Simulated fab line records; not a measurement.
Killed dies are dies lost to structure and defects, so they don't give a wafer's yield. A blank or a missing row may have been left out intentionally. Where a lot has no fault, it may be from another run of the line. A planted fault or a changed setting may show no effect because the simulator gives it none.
Matching of chambers :: flow sky130 :: rie_diel-02 running SKY_POLY_GATE_ETCH_16: 4 sister chambers
The step etches Si3N4 in CH3F/O2, stops on poly-Si, time 147.5 s, target depth 75 nm. 4 wafers are shown with their chamber, then 7 later ones without.

WAFERS PAIRED WITH THEIR CHAMBERS
wafer: L947.1
chamber: 2
drypump_motor_current_A (A): 5.7

wafer: L948.4
chamber: 3
drypump_motor_current_A (A): 6.2

wafer: L950.1
chamber: 1
drypump_motor_current_A (A): 6.0

wafer: L950.3
chamber: 0
drypump_motor_current_A (A): 5.7

WAFERS MISSING THEIR CHAMBER
wafer: L950.6
drypump_motor_current_A (A): 6.0

wafer: L952.4
drypump_motor_current_A (A): 6.0

wafer: L952.5
drypump_motor_current_A (A): 6.1

wafer: L952.6
drypump_motor_current_A (A): 5.7

wafer: L954.1
drypump_motor_current_A (A): 6.2

wafer: L954.4
drypump_motor_current_A (A): 5.8

wafer: L954.6
drypump_motor_current_A (A): 6.0

WHICH CHAMBER EACH WENT THROUGH
wafer: L950.6
from the rows above: 1
in truth: 1

wafer: L952.4
from the rows above: 1
in truth: 1

wafer: L952.5
from the rows above: can't be placed: 1 or 3
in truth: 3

wafer: L952.6
from the rows above: can't be placed: 0 or 2
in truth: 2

wafer: L954.1
from the rows above: 3
in truth: 3

wafer: L954.4
from the rows above: can't be placed: 0 or 2 or 1
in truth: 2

wafer: L954.6
from the rows above: 1
in truth: 1
4 of 7 placed correctly. From these rows, 3 cannot be placed; in 3 the true chamber is one of the candidates. Number placed wrongly: 0.
How it was worked out, from the rows above alone: a wafer's distance from a chamber is the root of the sum, over the readings, of the square of ((its reading less the chamber's mean) divided by the reading's scatter). The wafer belongs to the nearest chamber; if the next one is less than 2 further off, it can't be placed. The mean given for a chamber averages the wafers shown for that chamber. The scatter: root of mean squared gap, hidden wafer to nearest shown wafer, with one shown wafer a chamber.
